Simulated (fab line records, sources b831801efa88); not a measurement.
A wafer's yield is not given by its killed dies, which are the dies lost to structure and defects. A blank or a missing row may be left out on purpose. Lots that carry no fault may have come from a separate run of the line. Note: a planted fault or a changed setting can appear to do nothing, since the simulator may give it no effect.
Problem report in the 8D (eight disciplines) form, filled by code + flow sky130 + the parts of the form that need people (team, actions taken, sign-off) are left out

== 1. WHAT WENT WRONG ==
Across 2 wafers from 2 lots, VIA1_W_RS at SKY_VIA1_RS_MEAS_22 averages 0.361 ohm/sq, while fault-free wafers read 0.426 ohm/sq with a standard deviation of 0.004. That puts it -16 standard deviations away from the usual mean.
The step: measures by four-point-probe.
Seen first at day 39 14:52 on film-metro-01, wafer L249.5. The record has a number at this step for 30 wafers belonging to 10 lots. The rule behind "out" and "out of limits": a value lying over 4 standard deviations away from the usual mean. The rest of the wafers with a number are treated as sound.

== 2. WHAT THIS IS AND IS NOT ==
| question                    | is                | is not                                                              |
|-----------------------------|-------------------|---------------------------------------------------------------------|
| which readings at this step | VIA1_W_RS         | -                                                                   |
| which lots                  | L249, L250        | L232, L234, L235, L237, L238, L239, L240, L241                      |
| which wafers of those lots  | L249.5, L250.4    | L249.2, L249.6, L250.3, L250.5                                      |
| read on which gauges        | film-metro-01     | film-metro-03, film-metro-04                                        |
| when                        | from day 39 14:52 | up to then (26 sound wafers); but 2 sound wafers of L250 came after |

== 3. WHAT RULES OUT EACH SUSPECT ==
Counting: if a tool at a process step up to the reading ran every lot that is out, it stays a suspect. Sound lots after the first of them don't rule it out here, since some wafers of a struck lot are sound.
- the gauge at SKY_VIA1_RS_MEAS_22: ruled out. All the wafers that are out were read on film-metro-01, but those of them that SKY_VIA1_CVD_21 has rows for are out there too, on other tools.
- rie-metal-04 at SKY_METAL1_ETCH_18 (etches BARC in N2/H2, stops on SiO2, time 45.9 s, target depth 60 nm): kept. Every lot that is out went through it, the first being L249 (day 38 10:57); the last sound lot it ran before that was L238 (day 35 04:52).
- cvd-w-02 at SKY_VIA1_CVD_21 (deposits W, target thk 270 nm, time 80.902 s): kept. Every lot that is out went through it, the first being L249 (day 39 14:45); the last sound lot it ran before that was L241 (day 37 09:20). Its own chamber-pressure-Torr readings are out on those wafers.
- The sound lot-mates ran in chamber 1 of cvd-w-02 at SKY_VIA1_CVD_21, but the wafers that are out ran in chamber 0.
Remaining after the count are rie-metal-04 at SKY_METAL1_ETCH_18 and cvd-w-02 at SKY_VIA1_CVD_21.

== 4. THE CAUSE (what the simulator had put in) ==
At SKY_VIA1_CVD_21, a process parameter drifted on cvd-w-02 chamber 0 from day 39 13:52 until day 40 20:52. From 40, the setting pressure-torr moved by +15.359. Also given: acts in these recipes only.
After counting, 2 suspects remain, this tool included.

== 5. THE CHAIN OF EFFECTS, in route order ==
Each row: a reading where the mean over the struck wafers with a number is more than 3 standard deviations away from the usual. Readings are gone through only where the record gives a usual standard deviation; hours: the median, over the lots, of the time from a lot's start at the first step in this table giving one to that lot's start at this step; sigmas: the change measured in usual standard deviations.
| hours | step                 | reading               | usual        | on struck wafers | change | sigmas      |
|-------|----------------------|-----------------------|--------------|------------------|--------|-------------|
| 0     | SKY_VIA1_CVD_21      | chamber-pressure-Torr | 40.00 Torr   | 55.33            | +15.33 | +99 or more |
| 0     | SKY_VIA1_RS_MEAS_22  | VIA1_W_RS             | 0.426 ohm/sq | 0.361            | -0.065 | -16         |
| 0     | SKY_VIA1_THK_MEAS_23 | VIA1_W_THK            | 266 nm       | 307              | +41    | +12         |
| 0     | SKY_VIA1_CMP_24      | time-to-endpoint-s    | 66 s         | 78               | +12    | +3.6        |
Its process steps:
- SKY_VIA1_CVD_21: deposits W, target thk 270 nm, time 80.902 s.
- SKY_VIA1_CMP_24: polishes, stops on SiO2, t overpolish 15 s, target thk 0 nm.
Later steps that measure or inspect, where all struck wafers having a row at the step show a number for every such reading and not one has moved that far: SKY_METAL2_THK_MEAS_06.

== 6. HOW IT WOULD HAVE BEEN CAUGHT EARLIER ==
In this record the first reading out of limits at a measuring or inspecting step was taken at day 39 14:52, 1 hour after the fault began at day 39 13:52.
At SKY_VIA1_CVD_21, the tool's own readings (chamber-pressure-Torr) were out on each struck wafer the step has a row for, so an alarm limit on them would have fired on the first such wafer.
L250, from the lots that are out (2), started SKY_VIA1_CVD_21 on cvd-w-02 later than day 39 14:52. Had the tool been put on hold then, it would have been spared.
